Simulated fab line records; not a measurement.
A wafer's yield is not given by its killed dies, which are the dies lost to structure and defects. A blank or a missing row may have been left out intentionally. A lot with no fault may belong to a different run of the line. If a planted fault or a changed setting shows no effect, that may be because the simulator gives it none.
Which tool did it? | flow sfqLine | 48 wafers from 16 lots sampled at 5 of the route's 325 steps

WHAT THE GAUGES SHOWED, per wafer
SFQ_I0_BOW_MEAS_907. Usual: I0_BOW typically reads 1 um, with standard deviation 7.1.
lot  | measured     | on           | I0_BOW (um) | flag
L660 | day 12 13:50 | filmMetro-02 | 0 -2 13     | 
L661 | day 12 20:11 | filmMetro-02 | 5 2 1       | 
L662 | day 13 16:37 | filmMetro-04 | 0 -4 2      | 
L663 | day 13 19:35 | filmMetro-02 | 1 4 0       | 
L664 | day 14 01:37 | filmMetro-04 | -8 -5 -4    | 
L665 | day 14 10:36 | filmMetro-02 | -7 -4 -4    | 
L666 | day 14 16:35 | filmMetro-02 | 3 0 11      | 
L667 | day 15 00:13 | filmMetro-03 | 5 -2 4      | 
L670 | day 15 23:01 | filmMetro-03 | 12 5 2      | 
L673 | day 16 19:07 | filmMetro-03 | 13 -1 4     | 
L674 | day 17 09:41 | filmMetro-02 | 12 8 8      | 
L675 | day 17 14:31 | filmMetro-02 | -6 -13 -3   | 
L676 | day 17 20:33 | filmMetro-04 | 8 7 -7      | 
L677 | day 18 18:10 | filmMetro-02 | 0 -6 12     | 
L682 | day 20 07:07 | filmMetro-03 | 9 -2 -14    | 
L683 | day 20 16:11 | filmMetro-03 | 0 -7 -5     | 

SFQ_I1_OVL_MEAS_913. Usual: I1_OVL typically reads 2 nm, with standard deviation 6.2.
lot  | measured     | on         | I1_OVL (nm) | flag
L660 | day 24 03:55 | overlay-01 | 12 20 7     | 
L661 | day 24 08:42 | overlay-02 | 10 -2 6     | 
L662 | day 25 09:34 | overlay-01 | -5 0 0      | 
L663 | day 25 10:45 | overlay-01 | 4 -2 -1     | 
L664 | day 25 16:46 | overlay-01 | 57 52 56    | OFF
L665 | day 26 02:21 | overlay-01 | 67 63 64    | OFF
L666 | day 26 23:40 | overlay-01 | 58 56 60    | OFF
L667 | day 27 11:46 | overlay-01 | 71 69 64    | OFF
L670 | day 28 08:01 | overlay-01 | 11 12 13    | 
L673 | day 29 03:18 | overlay-02 | 3 0 3       | 
L674 | day 29 11:46 | overlay-01 | 7 12 7      | 
L675 | day 29 17:46 | overlay-01 | -1 -7 -1    | 
L676 | day 29 21:23 | overlay-01 | 3 7 5       | 
L677 | day 30 07:01 | overlay-02 | 9 4 9       | 
L682 | day 37 23:52 | overlay-01 | 0 2 4       | 
L683 | day 38 19:53 | overlay-02 | -2 5 -6     | 

WHAT TOOL EACH LOT RAN ON (gives the tool, then ch and the chambers of the sampled wafers, and finally the start)
lot  | SFQ_TRILAYER_I0_DEP_PECVD_027   | SFQ_TRILAYER_I1_DEP_PECVD_045   | SFQ_TRILAYER_I1_VIA_LITHO_EXPOSE_050
L660 | pecvd-02 ch 0,1,2, day 12 06:58 | pecvd-01 ch 0,1,2, day 23 04:47 | krfScanner-02 ch 0, day 24 02:59
L661 | pecvd-03 ch 0,1,2, day 12 14:07 | pecvd-01 ch 0,2, day 23 13:10   | krfScanner-02 ch 0, day 24 07:35
L662 | pecvd-02 ch 1,2, day 13 02:08   | pecvd-03 ch 0,1, day 24 09:32   | krfScanner-01 ch 0, day 25 08:27
L663 | pecvd-02 ch 0,1, day 13 06:30   | pecvd-02 ch 1,2, day 24 14:20   | krfScanner-01 ch 0, day 25 09:15
L664 | pecvd-04 ch 0,1, day 13 16:06   | pecvd-03 ch 0,1,2, day 24 19:08 | krfScanner-01 ch 0, day 25 15:39
L665 | pecvd-02 ch 0,1, day 14 03:08   | pecvd-03 ch 0,1, day 25 06:50   | krfScanner-01 ch 0, day 26 01:03
L666 | pecvd-04 ch 1,2, day 14 11:32   | pecvd-01 ch 0,1, day 25 22:26   | krfScanner-01 ch 0, day 26 22:10
L667 | pecvd-02 ch 0,1,2, day 14 21:08 | pecvd-02 ch 0,1, day 26 17:38   | krfScanner-01 ch 0, day 27 10:16
L670 | pecvd-03 ch 0,1,2, day 15 17:55 | pecvd-03 ch 0,1, day 27 19:31   | krfScanner-02 ch 0, day 28 06:30
L673 | pecvd-02 ch 1,2, day 16 14:19   | pecvd-02 ch 0,1,2, day 28 18:19 | krfScanner-02 ch 0, day 29 02:00
L674 | pecvd-03 ch 0,1, day 17 06:37   | pecvd-03 ch 0,1,2, day 29 05:07 | krfScanner-02 ch 0, day 29 10:16
L675 | pecvd-02 ch 0,1,2, day 17 11:25 | pecvd-03 ch 0,2, day 29 11:07   | krfScanner-02 ch 0, day 29 16:28
L676 | pecvd-02 ch 0,1,2, day 17 17:27 | pecvd-01 ch 0,1,2, day 29 14:46 | krfScanner-02 ch 0, day 29 20:28
L677 | pecvd-02 ch 0,1, day 18 11:27   | pecvd-02 ch 0,1, day 30 00:19   | krfScanner-02 ch 0, day 30 05:31
L682 | pecvd-04 ch 0,1, day 20 03:59   | pecvd-02 ch 1,2, day 31 17:55   | krfScanner-02 ch 0, day 37 22:45
L683 | pecvd-04 ch 0,2, day 20 12:23   | pecvd-03 ch 1,2, day 32 15:20   | krfScanner-02 ch 0, day 38 18:34
- SFQ_TRILAYER_I0_DEP_PECVD_027: deposits SiO2 from SiH4/N2O, time 111.11 s, target thk 500 nm.
- SFQ_TRILAYER_I1_DEP_PECVD_045: deposits SiO2 from SiH4/N2O, time 111.11 s, target thk 500 nm.
- SFQ_TRILAYER_I1_VIA_LITHO_EXPOSE_050: exposes mask I1, target cd 500 nm.

WHAT THE TOOLS THEMSELVES READ (means of the sampled wafers that have a number; where no wafer has one, the mark that the record gives instead)
SFQ_TRILAYER_I0_DEP_PECVD_027. Usual: heaterPowerW 79 W, standard deviation 16; showerheadVppV 850 V, standard deviation 61; throttleValvePct 24.1 %, standard deviation 0.8.
lot  | tool     | heaterPowerW (W) | showerheadVppV (V) | throttleValvePct (%) | flag
L660 | pecvd-02 | 76               | 852                | 23.3                 | 
L661 | pecvd-03 | 76               | 843                | 24.9                 | 
L662 | pecvd-02 | 67               | 822                | 23.2                 | 
L663 | pecvd-02 | 85               | 894                | 23.4                 | 
L664 | pecvd-04 | 91               | 840                | 23.6                 | 
L665 | pecvd-02 | 83               | 871                | 23.6                 | 
L666 | pecvd-04 | 91               | 769                | 23.9                 | 
L667 | pecvd-02 | 70               | 849                | 23.7                 | 
L670 | pecvd-03 | 79               | 849                | 25.1                 | 
L673 | pecvd-02 | 87               | 832                | 24.0                 | 
L674 | pecvd-03 | 80               | 836                | 25.8                 | 
L675 | pecvd-02 | 76               | 848                | 23.6                 | 
L676 | pecvd-02 | 69               | 861                | 23.8                 | 
L677 | pecvd-02 | 80               | 891                | 23.9                 | 
L682 | pecvd-04 | 96               | 906                | 24.0                 | 
L683 | pecvd-04 | 82               | 863                | 24.2                 | 

SFQ_TRILAYER_I1_DEP_PECVD_045. Usual: heaterPowerW 82 W, standard deviation 14; showerheadVppV 841 V, standard deviation 32; throttleValvePct 25.1 %, standard deviation 1.
lot  | tool     | heaterPowerW (W) | showerheadVppV (V) | throttleValvePct (%) | flag
L660 | pecvd-01 | 84               | 818                | 26.5                 | 
L661 | pecvd-01 | 86               | 822                | 26.6                 | 
L662 | pecvd-03 | 80               | 842                | 26.1                 | 
L663 | pecvd-02 | 85               | 838                | 25.0                 | 
L664 | pecvd-03 | 83               | 845                | 25.2                 | 
L665 | pecvd-03 | 79               | 855                | 25.8                 | 
L666 | pecvd-01 | 89               | 814                | 24.0                 | 
L667 | pecvd-02 | 94               | 870                | 25.2                 | 
L670 | pecvd-03 | 78               | 860                | 25.9                 | 
L673 | pecvd-02 | 77               | 849                | 24.9                 | 
L674 | pecvd-03 | 84               | 848                | 25.3                 | 
L675 | pecvd-03 | 84               | 838                | 24.7                 | 
L676 | pecvd-01 | 92               | 819                | 24.4                 | 
L677 | pecvd-02 | 91               | 873                | 25.6                 | 
L682 | pecvd-02 | 87               | 841                | 25.9                 | 
L683 | pecvd-03 | 89               | 859                | 24.7                 | 

THE ANSWER, worked out from the rows above alone
Rule: a lot counts as off when the mean over its wafers that have a number is more than 3 standard deviations away from the usual mean. Also off: a lot with no number at a reading for which 4 or more lots have one. Any other lot the step has rows for is counted as sound. Order of review: gauges by route order, followed by the tools' own readings, for which a lot's mean as printed above is used. At the first step where some lot is off, the reading lying furthest off is the one used; lots without a number count as furthest.
Off: L664, L665, L666, L667, at SFQ_I1_OVL_MEAS_913 (I1_OVL).
A tool fits if, at a process step before that reading, it ran every lot that is off, and no sound lot after the first of them. Gauges at SFQ_I1_OVL_MEAS_913: tried the same way as those tools. One fits: SFQ_TRILAYER_I1_VIA_LITHO_EXPOSE_050 on krfScanner-01. Its last sound lot is L663 (day 25 09:15), its first lot that is off L664 (day 25 15:39): a fault that began between those two fits.

WHAT THE SIMULATOR HAD PUT IN
Scanner matching overlay: krfScanner-01, from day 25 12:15 on, at SFQ_TRILAYER_I1_VIA_LITHO_EXPOSE_050. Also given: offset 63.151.
Shown lots that were struck: L664, L665, L666, L667. The rule above found the same.
